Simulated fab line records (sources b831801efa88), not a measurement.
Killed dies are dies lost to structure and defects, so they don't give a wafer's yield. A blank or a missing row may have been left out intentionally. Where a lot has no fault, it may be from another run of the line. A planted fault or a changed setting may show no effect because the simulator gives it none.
One fault through the eyes of 2 desks ; flow sky130 ; numbers are kept per desk, each desk with only its own; the story behind them comes last

## FROM THE METROLOGY DESK
What the gauges read, lot by lot, whatever tool the lot ran on: means of the sampled wafers that have a number. Any lot whose mean is over 4 standard deviations away from the usual mean is out of limits and marked OUT; that distance is given in the brackets.
Columns: A = METAL1_OVL at SKY_METAL1_OVL_MEAS_16, usual 1 nm
lot;first seen here;A
L924;day 32 20:01;4
L926;day 33 17:23;-5
L927;day 34 07:37;1
L929;day 34 20:42;9
L930;day 35 02:53;-1
L931;day 35 15:37;-1
L934;day 36 12:38;-4
L935;day 36 13:17;9
L940;day 38 04:27;4
L941;day 38 11:47;5
L942;day 38 21:13;-4
L946;day 40 02:03;3
L947;day 40 13:39;3
This desk's finding: nothing out of limits on any of the 13 lots.

## AT THE TOOL OWNER'S DESK: implanter-01
The tool's own readings at SKY_LDD_LDN_IMPLANT_08, given as means over the sampled wafers that have a number, one for each lot that went through this tool. Any lot whose mean is over 4 standard deviations away from the usual mean is out of limits and marked OUT; that distance is given in the brackets.
Columns: A = beam-energy-keV at SKY_LDD_LDN_IMPLANT_08, usual 15.000
lot;first seen here;A
L927;day 24 14:50;15.007
L929;day 25 03:26;15.002
L930;day 25 11:42;14.999
L940;day 28 17:43;18.551 (+99 or more) OUT
L941;day 29 03:32;18.559 (+99 or more) OUT
L942;day 29 13:45;18.552 (+99 or more) OUT
This desk finds L940, L941, L942 out of limits, L940 being first, at day 28 17:43 (beam-energy-keV at SKY_LDD_LDN_IMPLANT_08). L927, L929, L930 stayed within limits.

## ALL TOGETHER
On L940, L941, L942, at day 28 17:43, an alarm was possible from the tool owner's desk.
At the metrology desk, nothing out of limits was observed.
The metrology desk has L940, L941, L942 on record, within its limits.
Of the lots named, all ran SKY_LDD_LDN_IMPLANT_08 on implanter-01.

## WHAT THE SIMULATOR HAD INSERTED
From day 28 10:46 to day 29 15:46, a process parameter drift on implanter-01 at SKY_LDD_LDN_IMPLANT_08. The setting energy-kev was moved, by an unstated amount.
Struck lots among those shown: L940, L941, L942.
Time in hours from fault onset to the first out-of-limits reading at each desk: the tool owner's desk, 7.
